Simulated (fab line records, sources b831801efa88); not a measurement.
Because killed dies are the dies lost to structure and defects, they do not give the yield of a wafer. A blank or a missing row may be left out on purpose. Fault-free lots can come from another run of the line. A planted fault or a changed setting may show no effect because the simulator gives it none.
Which tool did it? :: flow gf180mcu :: 24 lots with 72 wafers sampled at 3 steps, on a route of 602 steps

WHAT THE GAUGES SHOWED, per wafer
GF_STI_BOW_MEAS_00. Usual: for INCOMING_BOW the level is -1 um and the standard deviation is 6.3.
lot: L074
measured: day 1 10:00
on: film metro-02
INCOMING_BOW (um): -4 14 1
flag: 

lot: L075
measured: day 1 15:00
on: film metro-01
INCOMING_BOW (um): -7 -6 -7
flag: 

lot: L076
measured: day 1 20:00
on: film metro-02
INCOMING_BOW (um): 7 -7 -1
flag: 

lot: L077
measured: day 2 01:04
on: film metro-02
INCOMING_BOW (um): -4 4 1
flag: 

lot: L078
measured: day 2 06:01
on: film metro-04
INCOMING_BOW (um): -9 -2 -5
flag: 

lot: L079
measured: day 2 11:00
on: film metro-02
INCOMING_BOW (um): 7 -5 12
flag: 

lot: L080
measured: day 2 16:02
on: film metro-01
INCOMING_BOW (um): 4 -2 -1
flag: 

lot: L081
measured: day 2 21:01
on: film metro-04
INCOMING_BOW (um): 3 -7 2
flag: 

lot: L082
measured: day 3 02:02
on: film metro-02
INCOMING_BOW (um): -1 -9 9
flag: 

lot: L083
measured: day 3 07:00
on: film metro-02
INCOMING_BOW (um): -2 0 5
flag: 

lot: L084
measured: day 3 12:00
on: film metro-04
INCOMING_BOW (um): -7 0 1
flag: 

lot: L085
measured: day 3 17:00
on: film metro-01
INCOMING_BOW (um): 0 -1 -1
flag: 

lot: L086
measured: day 3 22:02
on: film metro-04
INCOMING_BOW (um): -6 4 -12
flag: 

lot: L087
measured: day 4 03:04
on: film metro-01
INCOMING_BOW (um): 4 1 0
flag: 

lot: L088
measured: day 4 08:00
on: film metro-02
INCOMING_BOW (um): 1 2 -15
flag: 

lot: L089
measured: day 4 13:01
on: film metro-01
INCOMING_BOW (um): -11 13 -11
flag: 

lot: L090
measured: day 4 18:02
on: film metro-04
INCOMING_BOW (um): 2 -6 -15
flag: 

lot: L091
measured: day 4 23:00
on: film metro-02
INCOMING_BOW (um): -3 -12 -5
flag: 

lot: L092
measured: day 5 04:01
on: film metro-04
INCOMING_BOW (um): -3 9 4
flag: 

lot: L093
measured: day 5 09:02
on: film metro-01
INCOMING_BOW (um): -4 -12 0
flag: 

lot: L094
measured: day 5 14:00
on: film metro-04
INCOMING_BOW (um): -5 1 1
flag: 

lot: L095
measured: day 5 19:00
on: film metro-01
INCOMING_BOW (um): -5 -1 1
flag: 

lot: L096
measured: day 6 00:00
on: film metro-04
INCOMING_BOW (um): -1 -4 -12
flag: 

lot: L097
measured: day 6 05:00
on: film metro-04
INCOMING_BOW (um): 3 -3 2
flag: 

GF_M2_THK_MEAS_06: measures by xrf. Usual: for M2_ALCU_THK the level is 445 nm and the standard deviation is 6.4.
lot: L074
measured: day 18 06:17
on: film metro-01
M2_ALCU_THK (nm): 448 440 456
flag: 

lot: L075
measured: day 18 16:46
on: film metro-01
M2_ALCU_THK (nm): 448 448 448
flag: 

lot: L076
measured: day 18 20:59
on: film metro-03
M2_ALCU_THK (nm): 451 448 450
flag: 

lot: L077
measured: day 19 08:16
on: film metro-04
M2_ALCU_THK (nm): 445 452 450
flag: 

lot: L078
measured: day 20 00:20
on: film metro-03
M2_ALCU_THK (nm): 450 444 450
flag: 

lot: L079
measured: day 20 09:11
on: film metro-03
M2_ALCU_THK (nm): 451 452 453
flag: 

lot: L080
measured: day 20 16:22
on: film metro-04
M2_ALCU_THK (nm): 457 459 457
flag: 

lot: L081
measured: day 21 03:47
on: film metro-03
M2_ALCU_THK (nm): 447 450 443
flag: 

lot: L082
measured: day 21 12:10
on: film metro-01
M2_ALCU_THK (nm): 446 442 447
flag: 

lot: L083
measured: day 21 15:27
on: film metro-04
M2_ALCU_THK (nm): 443 441 447
flag: 

lot: L084
measured: day 22 03:43
on: film metro-04
M2_ALCU_THK (nm): 437 448 440
flag: 

lot: L085
measured: day 22 10:12
on: film metro-04
M2_ALCU_THK (nm): 432 439 435
flag: 

lot: L086
measured: day 22 15:52
on: film metro-01
M2_ALCU_THK (nm): 441 436 436
flag: 

lot: L087
measured: day 22 21:57
on: film metro-01
M2_ALCU_THK (nm): 431 434 430
flag: 

lot: L088
measured: day 23 11:43
on: film metro-01
M2_ALCU_THK (nm): 442 441 442
flag: 

lot: L089
measured: day 23 17:39
on: film metro-04
M2_ALCU_THK (nm): 441 442 443
flag: 

lot: L090
measured: day 23 23:19
on: film metro-04
M2_ALCU_THK (nm): 439 443 445
flag: 

lot: L091
measured: day 24 14:02
on: film metro-04
M2_ALCU_THK (nm): 458 453 459
flag: 

lot: L092
measured: day 24 14:54
on: film metro-03
M2_ALCU_THK (nm): 447 445 448
flag: 

lot: L093
measured: day 24 21:18
on: film metro-04
M2_ALCU_THK (nm): 444 446 447
flag: 

lot: L094
measured: day 25 08:14
on: film metro-03
M2_ALCU_THK (nm): 442 444 439
flag: 

lot: L095
measured: day 25 17:02
on: film metro-04
M2_ALCU_THK (nm): 442 446 456
flag: 

lot: L096
measured: day 25 22:45
on: film metro-01
M2_ALCU_THK (nm): 438 447 442
flag: 

lot: L097
measured: day 26 07:28
on: film metro-03
M2_ALCU_THK (nm): 442 449 441
flag: 

WHICH TOOL RAN EACH LOT (tool, then ch and the chambers of the sampled wafers, then the start)
lot: L074
GF_V1_SPUTTER_22: pvd sputter-04, day 18 05:19

lot: L075
GF_V1_SPUTTER_22: pvd sputter-01, day 18 15:47

lot: L076
GF_V1_SPUTTER_22: pvd sputter-04, day 18 20:01

lot: L077
GF_V1_SPUTTER_22: pvd sputter-02, day 19 07:16

lot: L078
GF_V1_SPUTTER_22: pvd sputter-04, day 19 23:04

lot: L079
GF_V1_SPUTTER_22: pvd sputter-01, day 20 08:13

lot: L080
GF_V1_SPUTTER_22: pvd sputter-02, day 20 15:22

lot: L081
GF_V1_SPUTTER_22: pvd sputter-04, day 21 02:48

lot: L082
GF_V1_SPUTTER_22: pvd sputter-02, day 21 11:10

lot: L083
GF_V1_SPUTTER_22: pvd sputter-04, day 21 14:28

lot: L084
GF_V1_SPUTTER_22: pvd sputter-04, day 22 02:45

lot: L085
GF_V1_SPUTTER_22: pvd sputter-04, day 22 09:14

lot: L086
GF_V1_SPUTTER_22: pvd sputter-02, day 22 14:52

lot: L087
GF_V1_SPUTTER_22: pvd sputter-04, day 22 20:57

lot: L088
GF_V1_SPUTTER_22: pvd sputter-01, day 23 10:45

lot: L089
GF_V1_SPUTTER_22: pvd sputter-01, day 23 16:40

lot: L090
GF_V1_SPUTTER_22: pvd sputter-02, day 23 22:20

lot: L091
GF_V1_SPUTTER_22: pvd sputter-02, day 24 13:04

lot: L092
GF_V1_SPUTTER_22: pvd sputter-04, day 24 13:55

lot: L093
GF_V1_SPUTTER_22: pvd sputter-01, day 24 20:18

lot: L094
GF_V1_SPUTTER_22: pvd sputter-04, day 25 07:15

lot: L095
GF_V1_SPUTTER_22: pvd sputter-02, day 25 15:52

lot: L096
GF_V1_SPUTTER_22: pvd sputter-04, day 25 21:47

lot: L097
GF_V1_SPUTTER_22: pvd sputter-04, day 26 06:28
- GF_V1_SPUTTER_22: material TiN, target thk 10 nm, time 40 s.

WHAT THE TOOLS THEMSELVES READ (means of the sampled wafers that have a number; where no wafer has one, the mark that the record gives instead)
GF_V1_SPUTTER_22. Usual: 30.2 % for throttle valve pct, sd 0.98.
lot: L074
tool: pvd sputter-04
throttle valve pct (%): 30.9
flag: 

lot: L075
tool: pvd sputter-01
throttle valve pct (%): 30.7
flag: 

lot: L076
tool: pvd sputter-04
throttle valve pct (%): 29.9
flag: 

lot: L077
tool: pvd sputter-02
throttle valve pct (%): 30.4
flag: 

lot: L078
tool: pvd sputter-04
throttle valve pct (%): 30.4
flag: 

lot: L079
tool: pvd sputter-01
throttle valve pct (%): 30.0
flag: 

lot: L080
tool: pvd sputter-02
throttle valve pct (%): 29.1
flag: 

lot: L081
tool: pvd sputter-04
throttle valve pct (%): 30.9
flag: 

lot: L082
tool: pvd sputter-02
throttle valve pct (%): 29.3
flag: 

lot: L083
tool: pvd sputter-04
throttle valve pct (%): 30.8
flag: 

lot: L084
tool: pvd sputter-04
throttle valve pct (%): 31.0
flag: 

lot: L085
tool: pvd sputter-04
throttle valve pct (%): 30.4
flag: 

lot: L086
tool: pvd sputter-02
throttle valve pct (%): 29.0
flag: 

lot: L087
tool: pvd sputter-04
throttle valve pct (%): 30.9
flag: 

lot: L088
tool: pvd sputter-01
throttle valve pct (%): 29.9
flag: 

lot: L089
tool: pvd sputter-01
throttle valve pct (%): 29.2
flag: 

lot: L090
tool: pvd sputter-02
throttle valve pct (%): 29.7
flag: 

lot: L091
tool: pvd sputter-02
throttle valve pct (%): 29.9
flag: 

lot: L092
tool: pvd sputter-04
throttle valve pct (%): 30.4
flag: 

lot: L093
tool: pvd sputter-01
throttle valve pct (%): 29.5
flag: 

lot: L094
tool: pvd sputter-04
throttle valve pct (%): 30.4
flag: 

lot: L095
tool: pvd sputter-02
throttle valve pct (%): 29.8
flag: 

lot: L096
tool: pvd sputter-04
throttle valve pct (%): 30.0
flag: 

lot: L097
tool: pvd sputter-04
throttle valve pct (%): 30.8
flag: 

THE ANSWER, worked out from the rows above alone
Rule: a lot counts as off when the mean over its wafers that have a number is more than 3 standard deviations away from the usual mean. A lot without any number at a reading at which 4 lots or more have one is off too. The other lots that the step has rows for count as sound. After the gauges, taken in route order, come the tools' own readings; for these a lot's mean is taken, as printed above. At the first step where some lot is off, the reading lying furthest off is the one used; lots without a number count as furthest.
No lot is off at any reading shown: from this, nothing can be told.

WHAT THE SIMULATOR PUT IN
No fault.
